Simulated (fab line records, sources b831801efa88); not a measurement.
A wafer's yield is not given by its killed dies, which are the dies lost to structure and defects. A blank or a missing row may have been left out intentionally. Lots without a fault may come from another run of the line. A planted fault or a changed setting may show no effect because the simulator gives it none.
A struck lot beside a sound one :: flow gf180mcu :: 17 out of 602 route steps
Sound: the wafers L468.1, L468.2, L468.3. Struck: wafer L461.2. (L461.6 of the same lot was not struck and is left out.) The cause comes at the end.
For every step that has rows: the tool of each side, followed by ch and its chambers, followed by its first start. Under that, the readings that differ: sound wafers :: struck wafers :: difference of the means :: sigmas: that difference in standard deviations of wafers without a fault.
alike: words and numbers the same on both sides, and readings whose means are apart by under 2 such deviations; not compared: readings that were withheld, readings missing a value for some wafer, numbers with overlapping values and no deviation given by the record, and bounds like >300 which may hide the same value.
The two part at a step that has a row with sigmas, a row that says differs or no value, or rows on one side only. Numbers that don't overlap but have no deviation are shown without sigmas and don't part them. A reading missing from all wafers of one side parts the sides only when that side holds two or more wafers.

first, 2 steps without rows for these wafers: GF_CONTACT_PEB_12 (peb time 90 s); GF_CONTACT_DEVELOP_13 (develop time 60 s).
GF_CONTACT_CD_MEAS_14: target cd 220 nm.
  sound on cd-sem-01 at day 22 23:24; struck on cd-sem-02 at day 19 18:04
  alike: cd-nm
GF_CONTACT_OVL_MEAS_15:
  sound on overlay-02 at day 22 23:31; struck on overlay-01 at day 19 18:10
  alike: CONTACT_OVL
GF_CONTACT_ETCH_16: etches BARC in N2/H2.
  sound on rie-diel-01 ch 0,1,2, day 22 23:34; struck on rie-diel-03 ch 1, day 19 18:12
  alike: drypump-motor-current-A, oes-product-au, throttle-valve-pct
GF_CONTACT_ETCH_17: etches SiO2 in C4F8/O2/Ar, stops on CoSi2, target depth 860 nm.
  sound: rie-diel-01 ch 0,1,2; struck: rie-diel-03 ch 1
  alike: oes-product-au
GF_CONTACT_STRIP_18: strips in O2/N2.
  sound on plasma-asher-02 ch 0,1, day 22 23:43; struck on plasma-asher-02 ch 1, day 19 18:22
  alike: drypump-motor-current-A, heater-power-w, oes-product-au
  not compared: rf-hours-counter-h
then, 3 steps without rows for these wafers: GF_CONTACT_CLEAN_19 (cleans in SPM); GF_CONTACT_CLEAN_20 (cleans in DIW); GF_CONTACT_CLEAN_21 (cleans in dHF, time 20 s).
GF_CONTACT_SPUTTER_22: material Ti, target thk 15 nm, time 80.02 s.
  sound on pvd-sputter-04 at day 23 00:02; struck on pvd-sputter-01 at day 19 18:40
  alike: throttle-valve-pct
then, 1 step without rows for these wafers: GF_CONTACT_SPUTTER_23 (material TiN, target thk 10 nm, time 40 s).
GF_CONTACT_CVD_24: deposits W, target thk 300 nm, time 90.339 s.
  sound on cvd-w-02 ch 0,1, day 23 00:08; struck on cvd-w-02 ch 0, day 19 18:46
reading: model.W_of_CONTACT_CVD_24.thk-nm (nm)
sound: 298.5 299.9 297.2
struck: 319.3
difference: +20.8
sigmas: 
  alike: heater-power-w
GF_CONTACT_RS_MEAS_25: uses a four-point probe to measure.
  sound on film-metro-03 at day 23 00:14; struck on film-metro-04 at day 19 19:10
reading: CONTACT_W_RS (ohm/sq)
sound: 0.384 0.383 0.386
struck: 0.359
difference: -0.025
sigmas: -7
  not compared: hold
GF_CONTACT_THK_MEAS_26: measures by xrf.
  sound on film-metro-03 at day 23 00:21; struck on film-metro-04 at day 19 22:29
reading: CONTACT_W_THK (nm)
sound: 300 300 298
struck: 321
difference: +22
sigmas: +6
  not compared: hold
GF_CONTACT_CMP_27: polishes, stops on SiO2, t overpolish 15 s, target thk 0 nm.
  sound on cmp-02 ch 0,2,3, day 23 00:28; struck on cmp-02 ch 2, day 20 00:13
reading: hold
sound: - - -
struck: await-dispo/1.3h/release
difference: no value on the sound wafers
sigmas: 
  alike: edge-zone-pressure-frac, motor-current-A, slurry-filter-dp-kPa, slurry-flow-ml-min
-- the record jumps here: 12 days lie between the struck wafers' starts before and after (it left off in module CONTACT and takes up again in module PASSIVATION, whose first step shown is number 602 of the route) --
GF_PASSIVATION_PROBE_99:
  record: rows for the struck wafers here (prober-02, day 31 18:15), none for the sound ones

WHERE THEY PART
Last at GF_PASSIVATION_PROBE_99 as far as this record goes, first at GF_CONTACT_RS_MEAS_25.

WHY: what the simulator had put in
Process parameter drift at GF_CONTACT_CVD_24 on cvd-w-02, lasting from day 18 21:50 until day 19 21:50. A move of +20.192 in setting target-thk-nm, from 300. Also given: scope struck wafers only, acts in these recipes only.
